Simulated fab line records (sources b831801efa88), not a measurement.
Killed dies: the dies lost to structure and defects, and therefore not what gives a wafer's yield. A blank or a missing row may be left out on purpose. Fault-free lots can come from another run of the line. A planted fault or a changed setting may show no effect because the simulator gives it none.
Struck lot and sound lot, side by side | flow sfq_line | 42 steps out of a route of 325
Sound: the wafers L566.2, L566.3, L566.6. Struck: wafers L575.1, L575.2. (L575.3 of the same lot was not struck and is left out.) The cause comes at the end.
For every step that has rows: the tool of each side, followed by ch and its chambers, followed by its first start. Under that, the readings that differ: sound wafers | struck wafers | difference of the means | sigmas: that difference in standard deviations of wafers without a fault.
alike: a reading whose means differ by less than 2 such deviations, as well as words and numbers matching on both sides. not compared: withheld readings; readings where some wafer has no value; bounds like >300 that might hide an equal value; numbers whose values overlap and for which the record gives no deviation.
A row with sigmas, a row that says differs or no value, or rows on one side alone: a step with any of these is where the two part. When numbers do not overlap yet have no deviation, they are printed without sigmas and do not part them. A reading that every wafer of one side lacks parts them only if that side has two wafers or more.

first, 6 steps without rows for these wafers: SFQ_TRILAYER_M2_LITHO_COAT_062 (resist thk 62 nm); SFQ_TRILAYER_M2_LITHO_COAT_057 (resist thk 600 nm); SFQ_TRILAYER_M2_LITHO_SOFTBAKE_061; SFQ_TRILAYER_M2_LITHO_EXPOSE_058 (exposes mask M2, target cd 500 nm); SFQ_TRILAYER_M2_LITHO_PEB_060 (peb time 60 s); SFQ_TRILAYER_M2_LITHO_DEVELOP_059 (time 60 s).
SFQ_M2_OVL_MEAS_916:
  sound on overlay-01, day 31 05:48; struck on overlay-01, day 33 19:07
  alike: M2_OVL
SFQ_TRILAYER_M2_BARC_OPEN_METAL_ETCH_077: etches BARC in O2, target depth 125 nm, time 41.7 s.
  sound on rie_metal-03 ch 0,1, day 31 05:50; struck on rie_metal-04 ch 0,1, day 33 19:10
  reading                     | sound       | struck  | difference | sigmas
  drypump_motor_current_A (A) | 5.1 5.1 5.2 | 5.9 5.7 | +0.7       | +2
  alike: oes_product_au
  not compared: rf_hours_counter_h
then, 4 steps without rows for these wafers: SFQ_TRILAYER_M2_ETCH_METAL_ETCH_060 (etches Nb in Cl2/Ar, stops on SiO2, target depth 240 nm, time 120 s); SFQ_TRILAYER_M2_STRIP_STRIP_061 (strips in O2); SFQ_TRILAYER_M2_STRIP_SOLV_CLEAN_062 (cleans in NMP, time 600 s); SFQ_TRILAYER_I2_DEP_PECVD_063 (deposits SiO2 from SiH4/N2O, time 111.11 s, target thk 500 nm).
SFQ_TRILAYER_I2_CMP_CMP_064: polishes SiO2.
  sound on cmp-01 ch 1,2,3, day 33 15:30; struck on cmp-01 ch 1,2, day 35 06:06
  reading                                             | sound             | struck      | difference | sigmas
  time_to_endpoint_s (s)                              | 211 208 220       | 278 275     | +64        | +8
  model.SiO2_of_TRILAYER_I2_DEP_PECVD_063.thk_nm (nm) | 197.4 197.3 198.8 | 302.8 300.8 | +104.0     |
  alike: motor_current_A
SFQ_I2_BOW_MEAS_917:
  sound on film_metro-02, day 33 17:31; struck on film_metro-01, day 35 09:06
  alike: I2_BOW
SFQ_TRILAYER_I2_METRO_MEASURE_065:
  sound on film_metro-02, day 33 17:49; struck on film_metro-01, day 35 09:13
  reading     | sound             | struck      | difference | sigmas
  thk_nm (nm) | 197.3 197.4 198.8 | 302.8 300.9 | +104.0     | +87
then, 6 steps without rows for these wafers: SFQ_TRILAYER_I2_VIA_LITHO_COAT_072 (resist thk 62 nm); SFQ_TRILAYER_I2_VIA_LITHO_COAT_067 (resist thk 650 nm); SFQ_TRILAYER_I2_VIA_LITHO_SOFTBAKE_071; SFQ_TRILAYER_I2_VIA_LITHO_EXPOSE_068 (exposes mask I2, target cd 500 nm); SFQ_TRILAYER_I2_VIA_LITHO_PEB_070 (peb time 60 s); SFQ_TRILAYER_I2_VIA_LITHO_DEVELOP_069 (time 60 s).
-- the record jumps here: 6 days lie between the struck wafers' starts before and after --
SFQ_I2_OVL_MEAS_918:
  sound on overlay-01, day 38 20:57; struck on overlay-01, day 41 11:40
  reading     | sound  | struck | difference | sigmas
  I2_OVL (nm) | 5 -1 8 | -8 -11 | -14        | -3
then, 1 step without rows for these wafers: SFQ_TRILAYER_I2_VIA_BARC_OPEN_VIA_ETCH_096 (etches BARC in O2, target depth 125 nm, time 41.7 s).
SFQ_TRILAYER_I2_VIA_ETCH_VIA_ETCH_070: etches SiO2 in CHF3, stops on Nb, target depth 260 nm.
  sound on rie_diel-01 ch 0,1,2, day 38 21:01; struck on rie_diel-03 ch 2,3, day 41 11:45
  reading                        | sound             | struck      | difference | sigmas
  oes_product_au (a.u.)          | 0.848 0.851 0.853 | 1.012 1.028 | +0.169     | +31
  model.I2.feature_depth_nm (nm) | 197.4 197.3 198.8 | 268 269.7   | +71        |
  model.etch.depth_nm (nm)       | 197.4 197.3 198.8 | 268 269.7   | +71        |
  alike: drypump_motor_current_A
SFQ_TRILAYER_I2_VIA_STRIP_STRIP_071: strips in O2.
  sound on rie_metal-04 ch 0,1, day 38 21:08; struck on rie_metal-04 ch 0,1, day 41 11:52
  alike: drypump_motor_current_A, oes_product_au
  not compared: rf_hours_counter_h
then, 1 step without rows for these wafers: SFQ_TRILAYER_I2_VIA_STRIP_SOLV_CLEAN_072 (cleans in NMP, time 600 s).
SFQ_TRILAYER_M3_DEP_PRE_CLEAN_074: time 22.5 s.
  sound on pvd_sputter-03, day 38 21:54; struck on pvd_sputter-05, day 41 12:49
  reading                                             | sound             | struck      | difference | sigmas
  model.SiO2_of_TRILAYER_I2_DEP_PECVD_063.thk_nm (nm) | 189.9 189.8 191.3 | 295.3 293.3 | +104.0     |
  alike: bias_v
SFQ_TRILAYER_M3_DEP_SPUTTER_073: material Nb, target thk 200 nm, time 133.3 s.
  sound on pvd_sputter-03, day 38 21:56; struck on pvd_sputter-05, day 41 12:50
  alike: resputter_cathode_voltage_v, throttle_valve_pct
SFQ_M3_RS_MEAS_919: measures by four-point-probe.
  sound on film_metro-02, day 38 22:02; struck on film_metro-01, day 41 12:56
  alike: M3_NB_RS
then, 6 steps without rows for these wafers: SFQ_TRILAYER_M3_LITHO_COAT_080 (resist thk 62 nm); SFQ_TRILAYER_M3_LITHO_COAT_075 (resist thk 600 nm); SFQ_TRILAYER_M3_LITHO_SOFTBAKE_079; SFQ_TRILAYER_M3_LITHO_EXPOSE_076 (exposes mask M3, target cd 500 nm); SFQ_TRILAYER_M3_LITHO_PEB_078 (peb time 60 s); SFQ_TRILAYER_M3_LITHO_DEVELOP_077 (time 60 s).
-- the record jumps here: 6 days lie between the struck wafers' starts before and after --
SFQ_M3_OVL_MEAS_921:
  sound on overlay-01, day 39 01:43; struck on overlay-02, day 47 05:28
  alike: M3_OVL
SFQ_TRILAYER_M3_BARC_OPEN_METAL_ETCH_100: etches BARC in O2, target depth 125 nm, time 41.7 s.
  sound on rie_metal-03 ch 0,1, day 39 01:44; struck on rie_metal-01 ch 0,1, day 47 05:29
  alike: drypump_motor_current_A, oes_product_au
  not compared: rf_hours_counter_h
SFQ_TRILAYER_M3_ETCH_METAL_ETCH_078: etches Nb in Cl2/Ar, stops on SiO2, target depth 240 nm, time 120 s.
  sound on rie_metal-03 ch 1, day 39 01:51; struck on rie_metal-01 ch 0,1, day 47 05:33
  reading                | sound | struck | difference                   | sigmas
  rf_hours_counter_h (h) | - - - | 101 78 | no value on the sound wafers |
  alike: drypump_motor_current_A, oes_product_au
then, 3 steps without rows for these wafers: SFQ_TRILAYER_M3_STRIP_STRIP_079 (strips in O2); SFQ_TRILAYER_M3_STRIP_SOLV_CLEAN_080 (cleans in NMP, time 600 s); SFQ_TRILAYER_I3_DEP_PECVD_081 (deposits SiO2 from SiH4/N2O, time 111.11 s, target thk 500 nm).
-- the record jumps here: 40 days lie between the struck wafers' starts before and after --
SFQ_M8_BOW_MEAS_951:
  sound on film_metro-02, day 77 20:20; struck on film_metro-02, day 87 15:05
  reading                 | sound             | struck      | difference | sigmas
  model.etest.i2.link_ohm | 1.961 1.984 1.974 | 1e+06 1e+06 | +1e+06     |
  alike: M8_BOW

## WHERE THEY PART
Earliest at SFQ_TRILAYER_M2_BARC_OPEN_METAL_ETCH_077; latest, in this record, at SFQ_TRILAYER_M3_ETCH_METAL_ETCH_078. Later steps at which nothing parts them and some readings are alike: SFQ_M8_BOW_MEAS_951.

WHY: what the simulator had put in
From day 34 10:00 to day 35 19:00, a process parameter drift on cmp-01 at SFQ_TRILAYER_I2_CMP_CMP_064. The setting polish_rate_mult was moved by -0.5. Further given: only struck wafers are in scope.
